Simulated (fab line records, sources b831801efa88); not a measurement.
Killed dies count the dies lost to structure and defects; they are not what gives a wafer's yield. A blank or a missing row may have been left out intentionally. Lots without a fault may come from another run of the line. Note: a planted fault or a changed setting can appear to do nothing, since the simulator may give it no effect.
Matching of chambers :: flow gf180mcu :: GF_CONTACT_ETCH_16 on rie-diel-02 has 4 sister chambers
The step etches BARC in N2/H2. 4 wafers are shown with their chamber, then 6 later ones without.

WAFERS WITH THEIR CHAMBER
wafer: L521.1
chamber: 1
oes-product-au (a.u.): 0.854

wafer: L521.5
chamber: 0
oes-product-au (a.u.): 0.853

wafer: L522.4
chamber: 3
oes-product-au (a.u.): 0.857

wafer: L522.6
chamber: 2
oes-product-au (a.u.): 0.848

WAFERS WITH NO CHAMBER GIVEN
wafer: L534.2
oes-product-au (a.u.): 0.851

wafer: L534.4
oes-product-au (a.u.): 0.855

wafer: L534.5
oes-product-au (a.u.): 0.855

wafer: L535.3
oes-product-au (a.u.): 0.848

wafer: L535.4
oes-product-au (a.u.): 0.852

wafer: L535.5
oes-product-au (a.u.): 0.853

THE CHAMBER EACH PASSED THROUGH
wafer: L534.2
from the rows above: can't be placed: 0 or 1 or 2
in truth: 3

wafer: L534.4
from the rows above: can't be placed: 1 or 0 or 3
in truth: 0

wafer: L534.5
from the rows above: can't be placed: 1 or 0 or 3
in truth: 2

wafer: L535.3
from the rows above: 2
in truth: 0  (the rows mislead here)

wafer: L535.4
from the rows above: can't be placed: 0 or 1
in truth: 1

wafer: L535.5
from the rows above: can't be placed: 0 or 1
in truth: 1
Correctly placed: 0 of 6. Unplaceable from these rows: 5, with the true chamber sitting among the candidates in 3. Number placed wrongly: 1.
How it was worked out, from the rows above alone: a wafer's distance from a chamber is the root of the sum, over the readings, of the square of ((its reading less the chamber's mean) divided by the reading's scatter). The wafer belongs to the nearest chamber; if the next one is less than 2 further off, it can't be placed. A chamber's mean is the mean of its shown wafers. The scatter (one wafer shown for each chamber): square how far every hidden wafer sits from the nearest shown wafer, average those squares and take the square root.
